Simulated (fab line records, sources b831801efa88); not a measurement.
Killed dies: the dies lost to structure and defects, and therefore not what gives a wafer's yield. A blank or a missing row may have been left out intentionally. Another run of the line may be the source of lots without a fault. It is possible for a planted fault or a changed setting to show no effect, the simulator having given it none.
fab line records	flow sky130
[record] lots = 6	wafers = 18	lastDay = 49
route steps=708 shown METAL1@441 PAD_OPEN@708
lots untouched by any fault: they come from a run of this same line in which no faults occurred
startH: start of the lot's first displayed wafer, in hours after the record's first day	waitH: time in hours since the lot's previous step	" repeats the value in the row above	L1.1+2: several wafers, shown together as one row	- no value, or no start was given	* or withheld: withheld	< > ~ a bound
route shown NAME@n: a module of which the file shows steps, and the number in the route of the first	usual: the fault-free wafers' mean and standard deviation	same: alike in all rows	chamber/n: place in a boat	sites: the reading at each site	_std_site: how widely they spread, as a standard deviation	_edge_site: mean of outer sites minus mean of inner sites	radiusMm: how far each site lies from the wafer's centre	mask NAME#n: copy n	behind: tool/chamber where the wafer was last shaped	hold: what put the lot on hold/how long, in hours/how the hold closed	device: the n, p or np transistor that did not switch	end of line: at the end of the route, the tests of the same wafers	a step with no rows: only its recipe	killed: dies lost to structure and defects at the first sort, not the wafer's yield	map: a wafer's dies, marking killed ones x, the rest . and places with no die _
set.NAME: the run value of the setting; set.NAME@STEP: its run value at that earlier step	model.NAME: the simulator's own value behind a step, which no gauge read
lots seen at some steps along the route; tables by step, rows by wafer
services: when a tool's chamber went out of use (startH, in hours from the record's first day, below 0 if earlier), for how many hours, and the reason
[[steps]]
[step SKY_METAL1_DEHYDRATE_07]
[recipe] tempC = 200	timeS = 60
[step SKY_METAL1_HMDS_08]
[recipe] primeTimeS = 60	primeTempC = 120
[step SKY_METAL1_COAT_09]
[recipe] resist = BARC	tempC = withheld	timeS = withheld	spinRpm = 3000	resistThkNm = 60
[step SKY_METAL1_COAT_10]
[recipe] resist = KrF-thick	spinRpm = 3000	resistThkNm = 450
[step SKY_METAL1_SOFTBAKE_11]
[recipe] tempC = 100	timeS = 90	resist = KrF-thick
[step SKY_METAL1_EXPOSE_12]
[recipe] maskId = MM1	na = 0.8	sourceShape = annular	sigmaInner = 0.55	sigmaOuter = 0.85	targetCdNm = 140	doseMj = 28
[step SKY_METAL1_PEB_13]
[recipe] pebTempC = withheld	pebTimeS = withheld	resist = KrF-thick
[step SKY_METAL1_DEVELOP_14]
[recipe] developTimeS = 60	resist = KrF-thick	devTempC = 21
[step SKY_METAL1_CD_MEAS_15]
[recipe] targetCdNm = 140
[usual] cdNm = 139.6/1.6
lot.wafer	tool	chamber	startH	waitH	cdNm
L655.3	cdSem-01	-	758.45	-	140.2
L655.4	"	-	"	"	139.7
L655.6	"	-	"	"	141.1
L663.2	cdSem-02	-	840.52	-	141.8
L663.3	"	-	"	"	139.7
L663.6	"	-	"	"	139.4
L670.2	cdSem-01	-	873.93	-	139.5
L670.3	"	-	"	"	139.5
L670.6	"	-	"	"	138.2
L671.4	cdSem-02	-	890.02	-	137.5
L671.5	"	-	"	"	137.8
L671.6	"	-	"	"	138.1
L673.3	cdSem-02	-	899.84	-	137.6
L673.4	"	-	"	"	137.4
L673.6	"	-	"	"	137.8
L676.1	cdSem-02	-	914.40	-	143.3
L676.4	"	-	"	"	142.9
L676.5	"	-	"	"	142.2
[step SKY_METAL1_OVL_MEAS_16]
[usual] METAL1_OVL = 3/5.2
lot.wafer	tool	chamber	startH	waitH	METAL1_OVL[nm]
L655.3	overlay-02	-	758.56	0.1	8
L655.4	"	-	"	"	8
L655.6	"	-	"	"	12
L663.2	overlay-01	-	840.63	0.1	4
L663.3	"	-	"	"	2
L663.6	"	-	"	"	-2
L670.2	overlay-02	-	874.04	0.1	2
L670.3	"	-	"	"	4
L670.6	"	-	"	"	5
L671.4	overlay-01	-	890.10	0.1	0
L671.5	"	-	"	"	-7
L671.6	"	-	"	"	-4
L673.3	overlay-01	-	899.93	0.1	-2
L673.4	"	-	"	"	-5
L673.6	"	-	"	"	1
L676.1	overlay-01	-	914.52	0.1	-2
L676.4	"	-	"	"	3
L676.5	"	-	"	"	2
[step SKY_METAL1_DESCUM_17]
[recipe] chemistry = O2	sourcePowerW = 150	biasPowerW = 0	pressureMtorr = 10	tempC = 40	timeS = 8
[usual] drypumpMotorCurrentA = 5.7/0.37	oesProductAu = 0.998/0.0088
lot.wafer	tool	chamber	startH	waitH	drypumpMotorCurrentA	oesProductAu	rfHoursCounterH
L655.3	rieMetal-01	0	758.60	0.0	5.8	1.003	-
L655.4	"	0	"	"	5.8	1.004	-
L655.6	"	0	"	"	5.8	1.012	-
L663.2	rieMetal-03	1	840.66	0.0	6.0	0.991	8
L663.3	"	0	"	"	5.9	0.991	-
L663.6	"	0	"	"	5.9	1.004	-
L670.2	rieMetal-03	0	874.07	0.0	5.9	0.990	17
L670.3	"	1	"	"	6.0	0.970	-
L670.6	"	1	"	"	6.0	0.996	-
L671.4	rieMetal-03	0	890.13	0.0	5.9	0.993	-
L671.5	"	1	"	"	6.0	0.993	-
L671.6	"	0	"	"	5.9	1.006	-
L673.3	rieMetal-04	0	899.97	0.0	6.2	1.004	-
L673.4	"	1	"	"	5.2	1.001	-
L673.6	"	1	"	"	5.2	0.991	-
L676.1	rieMetal-04	1	914.56	0.0	5.1	0.988	11
L676.4	"	1	"	"	5.2	0.993	-
L676.5	"	0	"	"	6.1	1.003	-
[step SKY_METAL1_ETCH_18]
[recipe] chemistry = N2/H2	target = BARC	ionEnergyEv = 200	biasW = 100	pressureMtorr = 30	n2FlowSccm = 100	h2FlowSccm = 200	icpW = 500	stopOn = SiO2	timeS = 45.9	targetDepthA = 600
[usual] drypumpMotorCurrentA = 5.7/0.37	oesProductAu = 0.854/0.005	throttleValvePct = 13.225/0.0096
lot.wafer	tool	chamber	startH	waitH	drypumpMotorCurrentA	oesProductAu	rfHoursCounterH	throttleValvePct
L655.3	rieMetal-01	0	758.69	0.1	5.8	0.860	-	13.215
L655.4	"	0	"	"	5.8	0.862	-	13.215
L655.6	"	0	"	"	5.8	0.857	-	13.227
L663.2	rieMetal-03	1	840.69	0.0	6.0	0.849	8	13.229
L663.3	"	0	"	"	5.9	0.861	-	13.233
L663.6	"	0	"	"	5.9	0.858	-	13.234
L670.2	rieMetal-03	0	874.10	0.0	5.9	0.847	17	13.217
L670.3	"	1	"	"	6.0	0.858	-	13.224
L670.6	"	1	"	"	6.0	0.853	-	13.204
L671.4	rieMetal-03	0	890.19	0.0	5.8	0.839	-	13.248
L671.5	"	1	"	"	6.0	0.853	-	13.210
L671.6	"	0	"	"	5.9	0.855	-	13.221
L673.3	rieMetal-04	0	900.01	0.0	6.2	0.855	-	13.220
L673.4	"	1	"	"	5.2	0.850	-	13.217
L673.6	"	1	"	"	5.2	0.853	-	13.225
L676.1	rieMetal-04	1	914.59	0.0	5.1	0.856	11	13.248
L676.4	"	1	"	"	5.1	0.863	-	13.223
L676.5	"	0	"	"	6.2	0.855	-	13.228
[step SKY_METAL1_METAL_ETCH_19]
[recipe] targetDepthA = 3600	stopOn = SiO2	overEtchFrac = 0.3	timeS = 78	chemistry = Cl2/BCl3	resistSidewallDeg = 88	pressureMtorr = 10	icpW = 900	biasW = 48.5	Cl2_flow_sccm = 60	bcl3FlowSccm = 30
[usual] drypumpMotorCurrentA = 5.7/0.37	oesProductAu = 0.854/0.006	throttleValvePct = 22.265/0.0096
lot.wafer	tool	chamber	startH	waitH	drypumpMotorCurrentA	oesProductAu	rfHoursCounterH	throttleValvePct	model.KrF-thick_of_METAL1_COAT_10.thkNm	model.METAL1.cdNm	model.SiO2_of_CONTACT_HDPCVD_02.thkNm
L655.3	rieMetal-01	0	758.83	0.1	5.8	0.842	-	22.263	155.8	138.5	328.7
L655.4	"	0	"	"	5.8	0.841	-	22.263	158.3	138.1	328.4
L655.6	"	0	"	"	5.8	0.851	-	22.267	156.8	140.9	327.2
L663.2	rieMetal-03	1	840.75	0.0	6.0	0.854	8	22.277	164.3	144.2	325.8
L663.3	"	0	"	"	5.9	0.853	-	22.262	157.1	138.5	326.2
L663.6	"	0	"	"	5.9	0.861	-	22.267	160.3	139.2	325.9
L670.2	rieMetal-03	0	874.17	0.0	5.9	0.849	17	22.262	55.74	127.8	320.3
L670.3	"	1	"	"	5.9	0.861	-	22.259	160.7	141.6	325.4
L670.6	"	1	"	"	5.9	0.859	-	22.245	61.1	127.1	320.5
L671.4	rieMetal-03	0	890.29	0.1	5.9	0.846	-	22.283	159.9	136	327.7
L671.5	"	1	"	"	6.0	0.864	-	22.255	61.23	125.5	322.3
L671.6	"	0	"	"	5.9	0.851	-	22.264	57.49	124.9	322.8
L673.3	rieMetal-04	0	900.08	0.1	6.2	0.851	-	22.252	155.7	139.9	324.4
L673.4	"	1	"	"	5.2	0.857	-	22.245	159.4	140.2	324.7
L673.6	"	1	"	"	5.1	0.852	-	22.272	157.5	140.9	323.9
L676.1	rieMetal-04	1	914.65	0.0	5.2	0.853	11	22.266	163.4	147	326.7
L676.4	"	1	"	"	5.1	0.856	-	22.278	163.7	147.4	325.3
L676.5	"	0	"	"	6.2	0.850	-	22.243	162.2	140.7	325.6
[step SKY_METAL1_STRIP_20]
[recipe] chemistry = O2/N2	powerW = 1400	pressureMtorr = 1500	platenTempC = withheld	o2FlowSccm = 3000	n2FlowSccm = 300	overashFraction = 0.5
[usual] drypumpMotorCurrentA = 5.7/0.45	oesProductAu = 0.343/0.0051	stripTimeToEndpointS = 2.71/0.035
[same] overashFraction = 0.5
lot.wafer	tool	chamber	startH	waitH	drypumpMotorCurrentA	oesProductAu	rfHoursCounterH	stripTimeToEndpointS
L655.3	plasmaAsher-03	1	758.98	0.1	5.9	0.338	-	2.68
L655.4	"	0	"	"	5.0	0.340	-	2.69
L655.6	"	0	"	"	4.9	0.354	-	2.69
L663.2	plasmaAsher-03	0	840.84	0.1	5.0	0.342	99	2.78
L663.3	"	0	"	"	5.0	0.338	-	2.67
L663.6	"	1	"	"	5.8	0.342	-	2.71
L670.2	plasmaAsher-02	0	874.26	0.1	6.3	0.310	44	1.55
L670.3	"	1	"	"	5.4	0.352	-	2.71
L670.6	"	1	"	"	5.4	0.298	-	1.60
L671.4	plasmaAsher-03	0	890.40	0.1	5.0	0.341	-	2.72
L671.5	"	0	"	"	4.9	0.294	-	1.61
L671.6	"	1	"	"	5.8	0.286	-	1.56
L673.3	plasmaAsher-02	1	900.18	0.1	5.4	0.340	-	2.66
L673.4	"	0	"	"	6.2	0.338	-	2.71
L673.6	"	1	"	"	5.4	0.342	-	2.67
L676.1	plasmaAsher-03	0	914.74	0.1	5.0	0.344	106	2.75
L676.4	"	0	"	"	5.0	0.351	-	2.74
L676.5	"	0	"	"	5.0	0.342	-	2.74
[step SKY_METAL1_STRIP_21]
[recipe] chemistry = postEtchResidueRemover	timeS = 1200	tempC = 72.5
[step SKY_PAD_OPEN_PROBE_99]
[usual] defectLimitedYield = 82.5/1.9	killed_at_M0_to_M3 = 43/6.8	killed_at_M4_up = 3.2/1.8	killedAtContacts = 24/6.2	killedAtFrontEnd = 15/4.7	killedAtOther = 0.4/0.63	killedDies = 86/9.6	killedOpen = 47/6.9	killedShort = 39/6.3	sort_bin_3_pad_short = 0.9/0.46	sort_bin_5_function = 10.5/1.5	sort_bin_6_memory = 6.1/1.1	sortNPass = 406/9.6	sortYieldPct = 82.5/1.9
[same] grossDies = 492	killedAtBackSide = 0	sort_bin_4_leakage[%] = 0	sort_bin_8_speed[%] = 0
lot.wafer	tool	chamber	startH	waitH	defectLimitedYield[%]	killed_at_M0_to_M3	killed_at_M4_up	killedAtContacts	killedAtFrontEnd	killedAtOther	killedDies	killedOpen	killedShort	sort_bin_3_pad_short[%]	sort_bin_5_function[%]	sort_bin_6_memory[%]	sortNPass	sortYieldPct[%]	model.etest.met1.widthNm	model.etest.met1.lineOhmUm
L655.3	prober-01	-	1069.72	0.2	82.5	45	4	16	20	1	86	45	41	1.4	9.1	6.9	406	82.5	138.9	0.9504
L655.4	prober-01	-	1069.77	0.2	83.7	40	5	13	21	1	80	35	45	1.2	8.7	6.3	412	83.7	137.2	0.944
L655.6	prober-01	-	1069.87	0.2	86.2	34	2	14	18	0	68	41	26	0.6	8.1	5.1	424	86.2	142.1	0.9171
L663.2	prober-01	-	1131.77	0.1	84.6	39	1	22	14	0	76	40	36	0.8	10.0	4.7	416	84.6	145.5	0.89
L663.3	prober-01	-	1131.82	0.2	82.7	41	3	22	19	0	85	43	42	0.2	10.6	6.5	407	82.7	137.2	0.9322
L663.6	prober-01	-	1131.97	0.2	84.3	39	1	26	11	0	77	46	31	1.0	8.9	5.7	415	84.3	139.2	0.9268
L670.2	prober-01	-	1157.67	0.1	82.9	42	2	30	10	0	84	42	40	1.0	9.3	6.7	408	82.9	128	1.008
L670.3	prober-01	-	1157.72	0.2	81.9	37	1	37	14	0	89	53	34	0.8	11.2	6.1	403	81.9	140.9	0.9068
L670.6	prober-01	-	1157.87	0.2	82.3	46	3	21	17	0	87	47	38	1.8	10.2	5.7	405	82.3	132.5	0.966
L671.4	prober-01	-	1169.83	0.2	82.9	43	4	27	9	1	84	41	43	1.0	9.6	6.5	408	82.9	135.8	0.9538
L671.5	prober-01	-	1169.88	0.2	85.2	45	1	18	8	1	73	43	30	0.6	7.9	6.3	419	85.2	125.8	1.022
L671.6	prober-01	-	1169.93	0.2	77.6	57	0	24	28	1	110	54	53	0.6	13.8	7.9	382	77.6	121.3	1.055
L673.3	prober-01	-	1176.11	0.2	81.5	52	2	21	15	1	91	52	39	0.8	11.0	6.7	401	81.5	141	0.9197
L673.4	prober-01	-	1176.16	0.2	83.9	41	3	21	14	0	79	43	35	0.4	8.1	7.5	413	83.9	140.5	0.9183
L673.6	prober-01	-	1176.26	0.2	82.1	48	3	19	17	1	88	56	32	0.4	11.2	6.3	404	82.1	141.8	0.8922
L676.1	prober-02	-	1185.01	0.1	82.9	42	0	30	11	1	84	48	36	0.8	11.0	5.3	408	82.9	146.9	0.8698
L676.4	prober-02	-	1185.16	0.2	81.9	50	4	20	15	0	89	44	44	1.0	11.8	5.3	403	81.9	145.3	0.8813
L676.5	prober-02	-	1185.21	0.2	83.3	45	3	18	16	0	82	54	28	0.8	9.1	6.7	410	83.3	141.9	0.9021
// killed by level:class
L655.3 FIELD_ISO:geometricParticle:short=9 VIA1:geometricParticle:open=9 VIA2:geometricParticle:open=9 CONTACT:geometricParticle:open=8 VIA2:geometricParticle:short=6 FIELD_ISO:geometricParticle:open=5 METAL2:geometricParticle:short=5 METAL1:geometricParticle:short=4
L655.4 VIA1:geometricParticle:open=7 VIA2:geometricParticle:short=6 METAL3:geometricParticle:short=6 FIELD_ISO:geometricParticle:short=5 FIELD_ISO:geometricParticle:open=5 CONTACT:geometricParticle:open=5 VIA3:geometricParticle:short=5 VIA1:geometricParticle:short=4
L655.6 VIA1:geometricParticle:open=9 CONTACT:geometricParticle:open=7 POLY_GATE:geometricParticle:short=5 VIA2:geometricParticle:open=5 POLY_GATE:geometricParticle:open=4 LI_CONTACT:geometricParticle:open=4 METAL3:geometricParticle:short=4 VIA3:geometricParticle:open=4
L663.2 VIA1:geometricParticle:open=9 VIA3:geometricParticle:open=7 VIA2:geometricParticle:open=6 FIELD_ISO:geometricParticle:short=5 LOCAL_INTERCONNECT:geometricParticle:short=5 CONTACT:geometricParticle:open=5 LI_CONTACT:geometricParticle:open=4 CONTACT:geometricParticle:short=4
L663.3 LI_CONTACT:geometricParticle:open=11 VIA1:geometricParticle:open=10 VIA2:geometricParticle:short=5 VIA1:geometricParticle:short=5 FIELD_ISO:geometricParticle:open=4 LOCAL_INTERCONNECT:geometricParticle:short=4 POLY_GATE:geometricParticle:short=4 VIA2:geometricParticle:open=4
L663.6 VIA1:geometricParticle:open=11 CONTACT:geometricParticle:short=7 CONTACT:geometricParticle:open=7 VIA2:geometricParticle:open=6 LI_CONTACT:geometricParticle:open=5 VIA3:geometricParticle:open=5 LOCAL_INTERCONNECT:geometricParticle:short=4 VIA1:geometricParticle:short=4
L670.2 VIA2:geometricParticle:open=9 LI_CONTACT:geometricParticle:open=8 CONTACT:geometricParticle:short=8 CONTACT:geometricParticle:open=8 VIA1:geometricParticle:short=7 VIA1:geometricParticle:open=7 LOCAL_INTERCONNECT:geometricParticle:short=5 METAL3:geometricParticle:short=4
L670.3 CONTACT:geometricParticle:open=16 VIA2:geometricParticle:open=10 LI_CONTACT:geometricParticle:open=7 VIA1:geometricParticle:open=7 FIELD_ISO:geometricParticle:short=6 LOCAL_INTERCONNECT:geometricParticle:short=6 VIA3:geometricParticle:open=5 METAL2:geometricParticle:short=5
L670.6 CONTACT:geometricParticle:open=10 VIA1:geometricParticle:open=9 VIA3:geometricParticle:open=8 METAL2:geometricParticle:short=7 POLY_GATE:geometricParticle:short=6 VIA2:geometricParticle:open=5 FIELD_ISO:geometricParticle:short=4 FIELD_ISO:geometricParticle:open=4
L671.4 CONTACT:geometricParticle:open=9 LI_CONTACT:geometricParticle:open=9 VIA1:geometricParticle:open=7 VIA1:geometricParticle:short=7 VIA2:geometricParticle:open=6 CONTACT:geometricParticle:short=5 METAL1:geometricParticle:short=5 METAL2:geometricParticle:short=5
L671.5 VIA2:geometricParticle:open=11 CONTACT:geometricParticle:open=10 VIA1:geometricParticle:open=10 METAL2:geometricParticle:short=8 METAL1:geometricParticle:short=5 METAL3:geometricParticle:short=4 LI_CONTACT:geometricParticle:open=3 POLY_GATE:geometricParticle:open=2
L671.6 VIA1:geometricParticle:open=16 CONTACT:geometricParticle:open=12 METAL2:geometricParticle:short=8 METAL3:geometricParticle:short=7 VIA2:geometricParticle:short=7 FIELD_ISO:geometricParticle:short=6 VIA2:geometricParticle:open=6 FIELD_ISO:geometricParticle:open=5
L673.3 VIA3:geometricParticle:open=12 CONTACT:geometricParticle:open=8 VIA1:geometricParticle:open=8 METAL1:geometricParticle:short=7 VIA2:geometricParticle:open=6 CONTACT:geometricParticle:short=5 VIA1:geometricParticle:short=5 FIELD_ISO:geometricParticle:open=4
L673.4 VIA1:geometricParticle:open=12 LI_CONTACT:geometricParticle:open=8 CONTACT:geometricParticle:short=6 VIA2:geometricParticle:open=6 VIA3:geometricParticle:open=6 CONTACT:geometricParticle:open=5 METAL1:geometricParticle:short=5 POLY_GATE:geometricParticle:short=4
L673.6 VIA1:geometricParticle:open=10 CONTACT:geometricParticle:open=10 VIA3:geometricParticle:open=10 VIA2:geometricParticle:open=7 METAL2:geometricParticle:short=6 LI_CONTACT:geometricParticle:open=6 POLY_GATE:geometricParticle:short=5 FIELD_ISO:geometricParticle:open=4
L676.1 CONTACT:geometricParticle:open=10 VIA1:geometricParticle:open=9 VIA3:geometricParticle:open=9 LI_CONTACT:geometricParticle:open=7 LOCAL_INTERCONNECT:geometricParticle:short=6 CONTACT:geometricParticle:short=5 METAL2:geometricParticle:short=5 FIELD_ISO:geometricParticle:short=4
L676.4 VIA3:geometricParticle:open=10 VIA1:geometricParticle:open=8 VIA2:geometricParticle:open=8 VIA3:geometricParticle:short=6 LI_CONTACT:geometricParticle:open=5 CONTACT:geometricParticle:short=5 CONTACT:geometricParticle:open=4 VIA1:geometricParticle:short=4
L676.5 VIA1:geometricParticle:open=11 CONTACT:geometricParticle:open=9 FIELD_ISO:geometricParticle:open=7 METAL2:geometricParticle:short=6 VIA3:geometricParticle:short=5 VIA3:geometricParticle:open=5 LI_CONTACT:geometricParticle:open=4 LOCAL_INTERCONNECT:geometricParticle:short=4
[[services]]
tool	chamber	startH	hours	kind
rieMetal-03	-	746.87	1.4	pm
rieMetal-01	1	756.07	12.2	repair
rieMetal-04	-	787.46	0.1	repair
rieMetal-01	0	832.89	21.3	repair
rieMetal-04	-	835.32	0.7	repair
rieMetal-01	-	870.58	0.6	repair
plasmaAsher-03	-	886.42	2.8	pm
rieMetal-01	0	906.92	-	clean
rieMetal-01	0	906.92	23.0	scheduledDown
rieMetal-01	0	906.92	23.0	ventCycle
rieMetal-03	0	907.63	-	clean
rieMetal-03	0	907.63	13.3	scheduledDown
rieMetal-03	0	907.63	13.3	ventCycle
[[key]]
[firstSign] step = SKY_METAL1_STRIP_20	reading = stripTimeToEndpointS	direction = down	sigmas = 32	usual = *	struck = *
[effect] step = SKY_METAL1_STRIP_20	reading = oesProductAu	direction = down	sigmas = 9	usual = 0.343	struck = 0.297
[modelEffect] step = SKY_METAL1_METAL_ETCH_19	value = KrF-thick_of_METAL1_COAT_10.thkNm	without = 161.1	struck = 58.89
[modelEffect] step = SKY_PAD_OPEN_PROBE_99	value = etest.met1.widthNm	without = 138.8	struck = 126.9
metAt SKY_METAL1_METAL_ETCH_19
struckWafers L670.2,L670.6,L671.5,L671.6
onsetBetween 840.75 874.17
[fault] kind = processParameterDrift	tool = rieMetal-03	chamber = -	onsetH = 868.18	steps = SKY_METAL1_METAL_ETCH_19	channel = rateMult	offset = 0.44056	shape = step	endH = 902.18	scope = struckWafersOnly
